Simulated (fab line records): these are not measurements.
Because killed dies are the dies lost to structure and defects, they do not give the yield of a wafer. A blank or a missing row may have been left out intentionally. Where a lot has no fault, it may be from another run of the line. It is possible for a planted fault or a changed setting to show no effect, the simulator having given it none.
Which of the tools did it? | flow sky130 | 11 lots, 33 wafers sampled, at 2 steps of a route of 708

## WHAT EACH GAUGE READ, for each wafer
SKY_NWELL_TW_MEAS_26.
lot  | measured     | on            | NWELL_2_TW
L160 | day 5 13:35  | film-metro-04 | 493 494 493
L167 | day 7 06:28  | film-metro-01 | 542 539 540 538 541 541
L168 | day 7 14:59  | film-metro-04 | 492 495 493
L169 | day 8 00:24  | film-metro-02 | 529 529 531
L170 | day 8 02:29  | film-metro-01 | 544 540 542 539 540 539
L171 | day 8 08:02  | film-metro-01 | 510 513 509
L172 | day 8 12:50  | film-metro-01 | 511 512 511
L176 | day 9 23:02  | film-metro-04 | 489 491 493
L178 | day 10 03:59 | film-metro-01 | 513 511 512
L179 | day 10 12:08 | film-metro-02 | 502 503 499
L181 | day 10 20:17 | film-metro-02 | 500 501 501

## TOOL THAT RAN EACH LOT (tool first, then ch and the chambers of the sampled wafers, then the start)
lot  | SKY_NWELL_IMPLANT_24
L160 | implanter-03 ch 0, day 5 13:21
L167 | implanter-03 ch 0, day 7 06:14
L168 | implanter-01 ch 0, day 7 14:46
L169 | implanter-03 ch 0, day 8 00:10
L170 | implanter-03 ch 0, day 8 02:14
L171 | implanter-04 ch 0, day 8 07:47
L172 | implanter-04 ch 0, day 8 12:37
L176 | implanter-01 ch 0, day 9 22:47
L178 | implanter-04 ch 0, day 10 03:44
L179 | implanter-01 ch 0, day 10 11:53
L181 | implanter-03 ch 0, day 10 20:02
- SKY_NWELL_IMPLANT_24

## THE ANSWER, worked out from the rows above alone
Rule: usual is defined by the lots themselves. Put in order of their means at a reading, lots are off if they are a third of the lots or fewer, leave a main group of 4 or more, and stand apart from it by a gap of 3 or more times the standard deviation of the main group's means; of several such gaps the widest counts. If all means in a main group match to the digits the tables above print for the reading, that group is not used. Also off: a lot with no number at a reading for which 4 or more lots have one. Any other lot the step has rows for is counted as sound.
None of the lots is off at any reading shown; this tells nothing.

## WHAT WAS PUT IN BY THE SIMULATOR
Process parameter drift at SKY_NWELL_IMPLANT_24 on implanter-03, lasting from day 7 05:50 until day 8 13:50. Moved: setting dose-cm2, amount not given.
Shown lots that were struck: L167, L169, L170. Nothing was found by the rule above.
